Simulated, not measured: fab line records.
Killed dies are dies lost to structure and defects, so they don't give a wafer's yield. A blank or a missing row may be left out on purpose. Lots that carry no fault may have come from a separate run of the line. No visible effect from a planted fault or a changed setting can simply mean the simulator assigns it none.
Which tool was responsible? || flow sfq line || 7 lots with 21 wafers sampled at 2 steps, on a route of 325 steps

## WHAT EACH GAUGE READ, for each wafer
SFQ_M6_OVL_MEAS_940.
{"lot": "L607", "measured": "day 72 06:47", "on": "overlay-02", "M6_OVL (nm)": "1 2 2"}
{"lot": "L609", "measured": "day 72 11:33", "on": "overlay-02", "M6_OVL (nm)": "101 108 110"}
{"lot": "L611", "measured": "day 77 02:24", "on": "overlay-01", "M6_OVL (nm)": "6 6 0"}
{"lot": "L620", "measured": "day 79 09:37", "on": "overlay-02", "M6_OVL (nm)": "12 6 11"}
{"lot": "L622", "measured": "day 79 23:14", "on": "overlay-01", "M6_OVL (nm)": "2 3 0"}
{"lot": "L624", "measured": "day 80 06:26", "on": "overlay-01", "M6_OVL (nm)": "16 15 9"}
{"lot": "L627", "measured": "day 80 12:32", "on": "overlay-02", "M6_OVL (nm)": "1 4 6"}

## TOOL THAT RAN EACH LOT (tool first, then ch and the chambers of the sampled wafers, then the start)
{"lot": "L607", "SFQ_TRILAYER_M6_LITHO_EXPOSE_160": "krf scanner-01 ch 0, day 72 05:17"}
{"lot": "L609", "SFQ_TRILAYER_M6_LITHO_EXPOSE_160": "krf scanner-01 ch 0, day 72 10:03"}
{"lot": "L611", "SFQ_TRILAYER_M6_LITHO_EXPOSE_160": "krf scanner-02 ch 0, day 77 00:54"}
{"lot": "L620", "SFQ_TRILAYER_M6_LITHO_EXPOSE_160": "krf scanner-02 ch 0, day 79 08:18"}
{"lot": "L622", "SFQ_TRILAYER_M6_LITHO_EXPOSE_160": "krf scanner-02 ch 0, day 79 21:56"}
{"lot": "L624", "SFQ_TRILAYER_M6_LITHO_EXPOSE_160": "krf scanner-02 ch 0, day 80 05:08"}
{"lot": "L627", "SFQ_TRILAYER_M6_LITHO_EXPOSE_160": "krf scanner-02 ch 0, day 80 11:02"}
- SFQ_TRILAYER_M6_LITHO_EXPOSE_160: exposes mask M6, target cd 500 nm.

## THE ANSWER, worked out from the rows above alone
Rule: what is usual is taken from the lots themselves. The widest of any qualifying gaps counts: lots, ordered by their means at a reading, are off when they make up no more than a third of the lots, leave a main group of 4 or more, and stand apart from it by 3 or more times the standard deviation of that group's means. Not used: any main group whose means are identical at the precision the tables above print for the reading. A lot without any number at a reading at which 4 lots or more have one is off too. Any other lot the step has rows for is counted as sound.
Off: L609, at SFQ_M6_OVL_MEAS_940 (M6_OVL). Main group: mean 6 nm, sd 4.4.
A tool fits if, at a process step before that reading, it ran every lot that is off, and no sound lot after the first of them. Those tools and the gauges at SFQ_M6_OVL_MEAS_940 are tried in the same way. One candidate fits, namely krf scanner-01 at SFQ_TRILAYER_M6_LITHO_EXPOSE_160. Its last sound lot is L607 (day 72 05:17), its first lot that is off L609 (day 72 10:03): a fault that began between those two fits.

## WHAT WAS PUT IN BY THE SIMULATOR
Scanner matching overlay: krf scanner-01, from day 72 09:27 on, at SFQ_TRILAYER_M6_LITHO_EXPOSE_160. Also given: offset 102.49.
Shown lots that were struck: L609. Same finding as the rule above.
